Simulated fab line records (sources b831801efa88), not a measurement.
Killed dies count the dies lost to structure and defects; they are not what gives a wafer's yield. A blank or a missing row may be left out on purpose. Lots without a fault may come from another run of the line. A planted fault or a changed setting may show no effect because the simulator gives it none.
Problem report, 8D (eight disciplines) form, completed by code    flow gf180mcu    the parts of the form that need people (team, actions taken, sign-off) are left out

## 1. PROBLEM STATEMENT
At GF_M5_METAL_ETCH_10, run length s averages 128.4 s over 4 wafers from 2 lots, while fault-free wafers read 153.5 s, standard deviation 0.34. Relative to the usual mean, that is a shift of -74 standard deviations.
The step: etches the open film in Cl2/BCl3, stops on SiO2, target depth 750.8 nm, time 125.1 s.
Seen first at day 30 15:07 on rie metal-01, wafer L153.3. Wafers with a number at this step in the record: 37, from 13 lots. Rule for "out" (also "out of limits"): further than 4 standard deviations from the usual mean. Any other wafer with a number is counted as sound.

## 2. WHAT IT IS; WHAT IT IS NOT
question                     is                      is not
which readings at this step  run length s            drypump motor current A
which lots                   L153, L156              L140, L142, L143, L144, L145, L146, L150, L158, L161, L162, L163
which wafers of those lots   all that have a number  -
read on which tools          rie metal-01            rie metal-03, rie metal-04
when                         from day 30 15:07       up to then (21 sound wafers); but 12 sound wafers of L158, L161, L162, L163 came after

## 3. THE SUSPECTS, EACH WITH WHAT RULES IT OUT
Counting: a tool at a process step up to the reading stays a suspect if it ran every lot that is out and no sound lot after the first of them.
- rie metal-01 at GF_M5_METAL_ETCH_10 (etches the open film in Cl2/BCl3, stops on SiO2, target depth 750.8 nm, time 125.1 s): kept. It ran every lot that is out, first L153 (day 30 15:07), and no sound lot after that; its last sound lot up to then is L145 (day 28 04:27). On those wafers its own readings are out: run length s.
The count leaves rie metal-01 at GF_M5_METAL_ETCH_10.

## 4. THE CAUSE (what the simulator had put in)
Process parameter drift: rie metal-01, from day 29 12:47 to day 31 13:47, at GF_M5_METAL_ETCH_10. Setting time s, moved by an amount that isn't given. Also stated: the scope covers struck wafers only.
After counting, this tool was the only one left.

## 5. THE EFFECT CHAIN, in route order
One row per reading whose mean, taken over the struck wafers that have a number, lies over 3 standard deviations from the usual. Only readings whose record carries a usual standard deviation are examined. hours: median over the lots of the time between each lot's start at the first step of this table that gives one and its start at this step. sigmas: the change, counted in usual standard deviations.
hours  step                 reading                   usual       on struck wafers  change  sigmas
0      GF_M5_METAL_ETCH_10  run length s              153.5 s     128.4             -25.1   -74
0      GF_M5_STRIP_11       oes product au            0.524 a.u.  0.546             +0.022  +4.4
0      GF_M5_STRIP_11       strip time to endpoint s  7.04 s      7.62              +0.58   +15
It contains these process steps:
- GF_M5_METAL_ETCH_10: etches the open film in Cl2/BCl3, stops on SiO2, target depth 750.8 nm, time 125.1 s.
- GF_M5_STRIP_11: strips in O2/N2.

## 6. WHAT WOULD HAVE CAUGHT IT SOONER
The fault began at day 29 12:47; the first out-of-limits reading in this record came at day 30 15:07, 26 hours later.
